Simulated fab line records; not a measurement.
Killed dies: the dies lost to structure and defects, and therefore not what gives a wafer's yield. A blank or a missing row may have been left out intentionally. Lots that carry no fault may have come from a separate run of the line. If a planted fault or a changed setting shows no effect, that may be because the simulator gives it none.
fab line records -- flow sfqLine -- part 2 of 2: steps 29 to 40 of 40
record lots=5, wafers=15, lastDay=85
route steps=325 shown JJ@193 M5@198 A5B@209 R5@212 I5@228
lots that met no fault: from a run of the same line without faults
startH: start of the lot's first displayed wafer, in hours after the record's first day -- waitH: hours elapsed since this lot's preceding step -- " same as the row above -- L1.1+2: several wafers, shown together as one row -- - no value, or no start was given -- * or withheld: withheld -- < > ~ a bound
route shown NAME@n: a module of which the file shows steps, and the number in the route of the first -- usual: mean and standard deviation over wafers with no fault -- same: alike in all rows -- chamber/n: place in a boat -- sites: readings site by site -- _std_site: standard deviation of those values -- _edge_site: outer sites' mean less inner sites' -- radiusMm: for every site, how far away it sits from the centre of the wafer -- mask NAME#n: copy n -- behind: the tool/chamber that last shaped the wafer -- hold: why the lot went on hold/how many hours it stayed there/how the hold came to an end -- device: the transistor (n, p or np) that didn't switch -- end of line: tests run on the same wafers once the route is complete -- where a step has no rows: the recipe by itself -- killed: dies lost to structure and defects at the first sort, not the wafer's yield -- map: shows each die of a wafer: x if killed, . if not, _ if none is there
set.NAME: the setting that was run; set.NAME@STEP: the one run at that earlier step -- model.NAME: the simulator's own value behind a step, which no gauge read
lots at selected steps of the route; one table per step, one row per wafer
services: from which hour (startH, from the record's first day; less than 0 if before it) a tool's chamber was out of use, for how many hours, and why
## steps
# step SFQ_TRILAYER_R5_LITHO_PEB_139
# recipe pebTempC=115, pebTimeS=60, resist=KrF
lot.wafer,tool,chamber,startH,waitH
L080.1+5+6,lithoTrack-02,0,1373.44,1.0
L081.4+5+6,lithoTrack-01,0,1374.72,0.5
L091.1+3+5,lithoTrack-02,0,1645.40,1.0
L092.3+4+6,lithoTrack-01,0,1649.05,0.7
L094.1+4+5,lithoTrack-02,0,1677.80,1.0
# step SFQ_TRILAYER_R5_LITHO_DEVELOP_138
# recipe timeS=60, resist=KrF
lot.wafer,tool,chamber,startH,waitH
L080.1+5+6,lithoTrack-02,0,1373.59,0.1
L081.4+5+6,lithoTrack-01,0,1374.87,0.1
L091.1+3+5,lithoTrack-02,0,1645.55,0.1
L092.3+4+6,lithoTrack-01,0,1649.20,0.1
L094.1+4+5,lithoTrack-02,0,1677.95,0.1
# step SFQ_R5_OVL_MEAS_935
# usual R5_OVL=0/5.4
lot.wafer,tool,chamber,startH,waitH,R5_OVL[nm]
L080.1,overlay-02,-,1373.74,0.1,-2
L080.5,overlay-02,-,1373.74,0.1,-2
L080.6,overlay-02,-,1373.74,0.1,-4
L081.4,overlay-02,-,1374.96,0.1,-2
L081.5,overlay-02,-,1374.96,0.1,-5
L081.6,overlay-02,-,1374.96,0.1,3
L091.1,overlay-02,-,1645.70,0.1,-5
L091.3,overlay-02,-,1645.70,0.1,4
L091.5,overlay-02,-,1645.70,0.1,-6
L092.3,overlay-01,-,1649.31,0.1,-1
L092.4,overlay-01,-,1649.31,0.1,-5
L092.6,overlay-01,-,1649.31,0.1,-1
L094.1,overlay-01,-,1678.10,0.1,3
L094.4,overlay-01,-,1678.10,0.1,4
L094.5,overlay-01,-,1678.10,0.1,6
# step SFQ_TRILAYER_R5_BARC_OPEN_METAL_ETCH_177
# recipe maskMaterial=PR, chemistry=O2, targetDepthNm=125, target=BARC, icpW=600, biasW=80, pressureMtorr=10, timeS=41.7
# usual drypumpMotorCurrentA=5.9/0.31, oesProductAu=0.684/0.0048
lot.wafer,tool,chamber,startH,waitH,drypumpMotorCurrentA,oesProductAu,rfHoursCounterH
L080.1,rieMetal-03,0,1373.78,0.0,5.6,0.686,32
L080.5,rieMetal-03,0,1373.78,0.0,5.6,0.683,-
L080.6,rieMetal-03,1,1373.78,0.0,6.1,0.688,-
L081.4,rieMetal-02,0,1375.00,0.0,5.6,0.690,-
L081.5,rieMetal-02,0,1375.00,0.0,5.6,0.689,-
L081.6,rieMetal-02,1,1375.00,0.0,6.5,0.679,-
L091.1,rieMetal-01,0,1645.74,0.0,5.7,0.687,14
L091.3,rieMetal-01,0,1645.74,0.0,5.7,0.693,-
L091.5,rieMetal-01,1,1645.74,0.0,6.0,0.683,-
L092.3,rieMetal-01,0,1649.36,0.0,5.7,0.672,-
L092.4,rieMetal-01,1,1649.36,0.0,6.0,0.691,-
L092.6,rieMetal-01,0,1649.36,0.0,5.7,0.683,-
L094.1,rieMetal-03,1,1678.14,0.0,6.1,0.682,39
L094.4,rieMetal-03,1,1678.14,0.0,6.1,0.685,-
L094.5,rieMetal-03,0,1678.14,0.0,5.6,0.684,-
# step SFQ_TRILAYER_R5_ETCH_METAL_ETCH_139
# recipe stopOn=SiO2, maskMaterial=PR, chemistry=Cl2, targetDepthNm=60, icpW=600, biasW=80, pressureMtorr=10, timeS=40
# usual drypumpMotorCurrentA=5.9/0.31, oesProductAu=0.989/0.0072
lot.wafer,tool,chamber,startH,waitH,drypumpMotorCurrentA,oesProductAu,rfHoursCounterH
L080.1,rieMetal-03,0,1373.84,0.0,5.6,0.995,32
L080.5,rieMetal-03,0,1373.84,0.0,5.6,0.999,-
L080.6,rieMetal-03,1,1373.84,0.0,6.1,0.993,-
L081.4,rieMetal-02,0,1375.06,0.0,5.6,0.986,-
L081.5,rieMetal-02,0,1375.06,0.0,5.6,0.992,-
L081.6,rieMetal-02,1,1375.06,0.0,6.5,1.003,-
L091.1,rieMetal-01,0,1645.80,0.0,5.7,0.984,14
L091.3,rieMetal-01,0,1645.80,0.0,5.6,0.988,-
L091.5,rieMetal-01,1,1645.80,0.0,6.0,0.994,-
L092.3,rieMetal-01,0,1649.41,0.0,5.7,0.976,-
L092.4,rieMetal-01,1,1649.41,0.0,6.0,0.989,-
L092.6,rieMetal-01,0,1649.41,0.0,5.6,0.981,-
L094.1,rieMetal-03,1,1678.20,0.0,6.1,0.986,39
L094.4,rieMetal-03,1,1678.20,0.0,6.1,0.991,-
L094.5,rieMetal-03,0,1678.20,0.0,5.6,0.989,-
# step SFQ_TRILAYER_R5_STRIP_STRIP_140
# recipe gas=O2, powerW=200, platenTempC=40, overashFraction=0.65, chemistry=O2, pressureMtorr=50
# usual drypumpMotorCurrentA=5.9/0.31, oesProductAu=0.999/0.01
lot.wafer,tool,chamber,startH,waitH,drypumpMotorCurrentA,oesProductAu,rfHoursCounterH
L080.1,rieMetal-03,0,1373.90,0.0,5.6,1.003,32
L080.5,rieMetal-03,0,1373.90,0.0,5.5,1.001,-
L080.6,rieMetal-03,1,1373.90,0.0,6.1,0.999,-
L081.4,rieMetal-02,0,1375.30,0.2,5.6,1.003,-
L081.5,rieMetal-02,0,1375.30,0.2,5.6,1.013,-
L081.6,rieMetal-02,1,1375.30,0.2,6.5,1.014,-
L091.1,rieMetal-01,0,1645.85,0.0,5.7,0.986,14
L091.3,rieMetal-01,0,1645.85,0.0,5.7,0.983,-
L091.5,rieMetal-01,1,1645.85,0.0,6.0,1.011,-
L092.3,rieMetal-01,0,1649.65,0.2,5.7,0.986,-
L092.4,rieMetal-01,1,1649.65,0.2,5.9,1.010,-
L092.6,rieMetal-01,0,1649.65,0.2,5.6,0.992,-
L094.1,rieMetal-03,1,1678.25,0.0,6.1,0.991,39
L094.4,rieMetal-03,1,1678.25,0.0,6.1,0.997,-
L094.5,rieMetal-03,0,1678.25,0.0,5.6,1.008,-
# step SFQ_TRILAYER_R5_STRIP_SOLV_CLEAN_141
# recipe chemistry=NMP, tempC=70, timeS=600
lot.wafer,tool,chamber,startH,waitH
L080.1+5+6,wetBench-01,"7,5,0",1374.50,0.4
L081.4+5+6,wetBench-03,"1,6,4",1375.70,0.2
L091.1+3+5,wetBench-01,"3,6,5",1646.45,0.4
L092.3+4+6,wetBench-03,"4,7,5",1650.05,0.2
L094.1+4+5,wetBench-02,"6,0,1",1678.85,0.4
# step SFQ_TRILAYER_A5C_DEP_PECVD_142
# recipe material=SiO2, tempC=150, timeS=15.556, pressureTorr=2.4, rfW=183.3, precursor=SiH4/N2O, targetThkNm=70
# usual heaterPowerW=84/16, throttleValvePct=24.5/1.2
lot.wafer,tool,chamber,startH,waitH,heaterPowerW,sinceWetCleanH,throttleValvePct
L080.1,pecvd-03,2,1374.67,0.0,83,44,23.2
L080.5,pecvd-03,1,1374.67,0.0,82,-,23.7
L080.6,pecvd-03,0,1374.67,0.0,71,-,23.7
L081.4,pecvd-01,1,1375.90,0.0,105,-,23.5
L081.5,pecvd-01,2,1375.90,0.0,89,-,25.7
L081.6,pecvd-01,0,1375.90,0.0,75,-,23.3
L091.1,pecvd-04,1,1646.84,0.0,68,1439,27.0
L091.3,pecvd-04,0,1646.84,0.0,94,1439,24.7
L091.5,pecvd-04,2,1646.84,0.0,84,-,25.1
L092.3,pecvd-01,0,1650.23,0.0,70,703,23.4
L092.4,pecvd-01,2,1650.23,0.0,84,-,27.0
L092.6,pecvd-01,1,1650.23,0.0,112,-,23.9
L094.1,pecvd-03,1,1679.03,0.0,91,348,24.2
L094.4,pecvd-03,0,1679.03,0.0,62,-,24.6
L094.5,pecvd-03,1,1679.03,0.0,90,-,23.9
# step SFQ_TRILAYER_I5_LITHO_COAT_149
# recipe resist=BARC, spinRpm=3000, resistThkNm=62
lot.wafer,tool,chamber,startH,waitH
L080.1+5+6,lithoTrack-02,0,1374.70,0.0
L081.4+5+6,lithoTrack-01,0,1376.06,0.1
L091.1+3+5,lithoTrack-02,0,1646.86,0.0
L092.3+4+6,lithoTrack-01,0,1650.35,0.1
L094.1+4+5,lithoTrack-03,0,1679.05,0.0
# step SFQ_TRILAYER_I5_LITHO_COAT_144
# recipe resist=KrF, spinRpm=3000, resistThkNm=650
lot.wafer,tool,chamber,startH,waitH
L080.1+5+6,lithoTrack-02,0,1375.00,0.2
L081.4+5+6,lithoTrack-01,0,1376.36,0.2
L091.1+3+5,lithoTrack-02,0,1647.16,0.2
L092.3+4+6,lithoTrack-01,0,1650.65,0.2
L094.1+4+5,lithoTrack-03,0,1679.35,0.2
# step SFQ_TRILAYER_I5_LITHO_SOFTBAKE_148
# recipe tempC=withheld, timeS=withheld, resist=KrF
lot.wafer,tool,chamber,startH,waitH
L080.1+5+6,lithoTrack-02,0,1375.30,0.2
L081.4+5+6,lithoTrack-01,0,1376.59,0.2
L091.1+3+5,lithoTrack-02,0,1647.46,0.2
L092.3+4+6,lithoTrack-01,0,1650.90,0.2
L094.1+4+5,lithoTrack-03,0,1679.65,0.2
# step SFQ_TRILAYER_I5_LITHO_EXPOSE_145
# recipe maskId=I5, na=0.6, sourceShape=conventional, sigmaOuter=0.65, targetCdNm=700, doseMj=21.3
# same sigmaOuter=0.65
lot.wafer,tool,chamber,startH,waitH,mask
L080.1+5+6,krfScanner-02,0,1375.45,-,I5#0
L081.4+5+6,krfScanner-02,0,1377.26,-,I5#0
L091.1+3+5,krfScanner-02,0,1720.45,-,I5#0
L092.3+4+6,krfScanner-02,0,1725.74,-,I5#0
L094.1+4+5,krfScanner-02,0,1746.94,-,I5#0
## services
tool,chamber,startH,hours,kind
krfScanner-02,-,1235.75,4.4,pm
krfScanner-02,-,1266.23,5.2,repair
rieMetal-01,0,1280.80,9.2,repair
rieMetal-01,0,1306.57,3.0,repair
rieMetal-04,1,1307.77,10.1,repair
krfScanner-02,-,1358.39,1.0,pm
krfScanner-02,-,1359.39,1.3,pm
rieMetal-01,-,1369.90,2.4,repair
krfScanner-02,-,1397.64,4.0,repair
pvdSputter-06,-,1440.95,7.7,repair
pvdSputter-06,-,1499.83,1.7,repair
krfScanner-02,-,1500.17,1.0,pm
krfScanner-02,-,1510.01,1.3,pm
rieMetal-03,-,1529.49,0.8,repair
krfScanner-02,-,1568.90,0.8,pm
pvdSputter-06,-,1590.30,8.2,repair
rieMetal-03,-,1631.47,14.8,repair
pvdSputter-06,-,1632.69,1.1,repair
rieMetal-04,-,1647.82,4.0,repair
rieMetal-03,1,1650.66,26.4,repair
krfScanner-02,-,1680.20,1.0,pm
krfScanner-02,-,1686.00,1.3,pm
rieMetal-03,-,1691.30,1.4,pm
krfScanner-02,-,1708.90,0.8,pm
